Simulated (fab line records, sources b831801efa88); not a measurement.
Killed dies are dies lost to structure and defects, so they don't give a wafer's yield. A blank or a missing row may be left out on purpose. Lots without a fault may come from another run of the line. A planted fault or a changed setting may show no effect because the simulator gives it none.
Which tool did it? | flow sky130 | 14 lots, 42 wafers sampled, at 2 steps of a route of 708

WHAT THE GAUGES READ, wafer by wafer
The record holds no reading of a measuring or inspecting step that can be judged against a usual standard deviation.

WHICH TOOL RAN EACH LOT (tool, then ch and the chambers of the sampled wafers, then the start)
lot  | SKY_METAL4_SPUTTER_03        | SKY_PAD_OPEN_PROBE_99
L372 | pvd_sputter-04, day 40 13:25 | -
L373 | pvd_sputter-02, day 40 13:46 | -
L374 | pvd_sputter-04, day 40 16:35 | -
L375 | pvd_sputter-02, day 41 00:13 | -
L376 | pvd_sputter-04, day 41 04:17 | -
L380 | pvd_sputter-02, day 42 13:47 | -
L381 | pvd_sputter-04, day 42 19:37 | prober-02, day 48 11:16
L384 | pvd_sputter-04, day 43 13:29 | prober-01, day 48 23:56
L389 | pvd_sputter-02, day 45 01:49 | prober-02, day 50 06:04
L390 | pvd_sputter-02, day 45 03:20 | prober-01, day 50 07:31
L391 | pvd_sputter-04, day 45 07:41 | -
L392 | pvd_sputter-04, day 45 14:13 | -
L393 | pvd_sputter-03, day 46 00:24 | prober-02, day 50 22:19
L394 | pvd_sputter-03, day 46 01:25 | -
- SKY_METAL4_SPUTTER_03: material Ti, target thk 5 nm, time 3.3 s.
- SKY_PAD_OPEN_PROBE_99

WHAT THE TOOLS THEMSELVES READ (means of the sampled wafers that have a number; where no wafer has one, the mark that the record gives instead)
SKY_METAL4_SPUTTER_03. Usual: throttle_valve_pct 30.6 %, standard deviation 1.1.
lot  | tool           | throttle_valve_pct (%) | flag
L372 | pvd_sputter-04 | 31.3                   |
L373 | pvd_sputter-02 | 30.5                   |
L374 | pvd_sputter-04 | 31.1                   |
L375 | pvd_sputter-02 | 30.8                   |
L376 | pvd_sputter-04 | 31.3                   |
L380 | pvd_sputter-02 | 29.9                   |
L381 | pvd_sputter-04 | 31.7                   |
L384 | pvd_sputter-04 | 30.5                   |
L389 | pvd_sputter-02 | 30.5                   |
L390 | pvd_sputter-02 | 29.7                   |
L391 | pvd_sputter-04 | 31.3                   |
L392 | pvd_sputter-04 | 30.6                   |
L393 | pvd_sputter-03 | 29.6                   |
L394 | pvd_sputter-03 | 30.4                   |

SKY_PAD_OPEN_PROBE_99. Usual: defect_limited_yield 82.6 %, standard deviation 1.8; killed_at_M0_to_M3 43, standard deviation 6.6; killed_at_M4_up 3.4, standard deviation 1.8; killed_at_contacts 24, standard deviation 4.9; killed_at_front_end 15, standard deviation 4.1; killed_at_other 0.3, standard deviation 0.55; killed_dies 85, standard deviation 8.8; killed_on_rim 17, standard deviation 3.7; killed_open 46, standard deviation 6.1; killed_short 39, standard deviation 5.7; sort_bin_3_pad_short 0.9 %, standard deviation 0.41; sort_bin_5_function 10.1 %, standard deviation 1.5; sort_bin_6_memory 6.4 %, standard deviation 1; sort_n_pass 407, standard deviation 8.8; sort_yield_pct 82.6 %, standard deviation 1.8.
lot  | tool      | defect_limited_yield (%) | killed_at_M0_to_M3 | killed_at_M4_up | killed_at_contacts | killed_at_front_end | killed_at_other | killed_dies | killed_on_rim | killed_open | killed_short | sort_bin_3_pad_short (%) | sort_bin_5_function (%) | sort_bin_6_memory (%) | sort_n_pass | sort_yield_pct (%) | flag
L381 | prober-02 | 84.0                     | 41                 | 1.7             | 23                 | 13                  | 0.0             | 79          | 15            | 46          | 33           | 0.7                      | 8.8                     | 6.5                   | 413         | 84.0               |
L384 | prober-01 | 82.6                     | 40                 | 2.3             | 24                 | 17                  | 1.3             | 85          | 15            | 45          | 39           | 0.9                      | 9.9                     | 6.5                   | 407         | 82.6               |
L389 | prober-02 | 75.1                     | 43                 | 39.7            | 22                 | 17                  | 0.3             | 123         | 22            | 45          | 44           | 2.2                      | 15.6                    | 7.1                   | 369         | 75.1               | OFF
L390 | prober-01 | 77.6                     | 43                 | 37.7            | 18                 | 11                  | 0.3             | 110         | 23            | 37          | 39           | 2.1                      | 14.7                    | 5.6                   | 382         | 77.6               | OFF
L393 | prober-02 | 81.1                     | 48                 | 3.7             | 24                 | 16                  | 0.3             | 93          | 19            | 48          | 44           | 1.1                      | 11.3                    | 6.5                   | 399         | 81.1               |

THE ANSWER, worked out from the rows above alone
Rule: a lot is off if the mean of its wafers that have a number lies more than 3 standard deviations from the usual mean. A lot without any number at a reading at which 4 lots or more have one is off too. The other lots that the step has rows for count as sound. The gauges are gone through in route order, then the tools' own readings, and for those a lot's mean is taken as printed above. The first step at which some lot is off is used, and at that step the reading that is off furthest; a lot without a number counts as furthest.
Off: L389, L390, at SKY_PAD_OPEN_PROBE_99 (killed_at_M4_up). Neither off nor sound, because the step has no rows for them: L372, L373, L374, L375, L376, L380, L391, L392, L394.
A tool fits if, at that step or a process step before it, it ran every lot that is off, and no sound lot after the first of them. One fits: pvd_sputter-02 at SKY_METAL4_SPUTTER_03. It ran no sound lot before its first lot that is off in this sample, so the start can't be narrowed down.

WHAT THE SIMULATOR HAD PUT IN
Chamber particle source: pvd_sputter-02, from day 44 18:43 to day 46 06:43, at SKY_METAL4_SPUTTER_03. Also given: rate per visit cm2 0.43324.
Lots struck among those shown: L389, L390. The rule above found the same.
